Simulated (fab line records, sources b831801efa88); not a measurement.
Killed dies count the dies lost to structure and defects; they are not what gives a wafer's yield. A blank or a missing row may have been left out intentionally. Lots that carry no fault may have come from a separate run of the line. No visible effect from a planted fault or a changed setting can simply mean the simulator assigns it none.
Chamber matching	flow gf180mcu	cmp-01 running GF_V3_CMP_26: 4 sister chambers
The step polishes, stops on SiO2, t overpolish 15 s, target thk 0 nm. 8 wafers are shown with their chamber, then 9 later ones without.

== WAFERS WITH THEIR CHAMBER ==
wafer	chamber	motorCurrentA (A)	timeToEndpointS (s)
L076.4	0	11.5	84
L078.1	0	10.7	85
L080.6	2	10.9	78
L087.1	1	10.7	83
L087.6	3	9.9	81
L088.1	3	10.0	82
L088.3	2	10.2	86
L088.6	1	11.2	87

== WAFERS WHOSE CHAMBER IS MISSING ==
wafer	motorCurrentA (A)	timeToEndpointS (s)
L089.1	10.8	79
L089.3	10.9	81
L089.4	10.6	81
L092.1	10.9	81
L092.2	11.0	81
L092.3	10.5	85
L096.2	11.3	81
L096.4	10.6	86
L096.5	10.3	81

== WHICH CHAMBER EACH ONE RAN IN ==
wafer	from the rows above	in truth
L089.1	can't be placed: 2 or 0 or 1 or 3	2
L089.3	can't be placed: 2 or 0 or 1 or 3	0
L089.4	can't be placed: 2 or 1 or 3 or 0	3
L092.1	can't be placed: 2 or 0 or 1 or 3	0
L092.2	can't be placed: 0 or 2 or 1 or 3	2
L092.3	can't be placed: 2 or 1 or 0 or 3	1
L096.2	can't be placed: 0 or 1 or 2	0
L096.4	can't be placed: 1 or 2 or 0 or 3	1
L096.5	can't be placed: 2 or 3 or 1 or 0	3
0 of 9 placed correctly. Unplaceable from these rows: 9, with the true chamber sitting among the candidates in 9. Number placed wrongly: 0.
How it was worked out, from the rows above alone: a wafer's distance from a chamber is the root of the sum, over the readings, of the square of ((its reading less the chamber's mean) divided by the reading's scatter). The wafer belongs to the nearest chamber; if the next one is less than 2 further off, it can't be placed. A chamber's mean is the mean of its shown wafers. The scatter: the root of (the sum of the squares of (reading less its chamber's mean) over the shown wafers, divided by (wafers less chambers)).
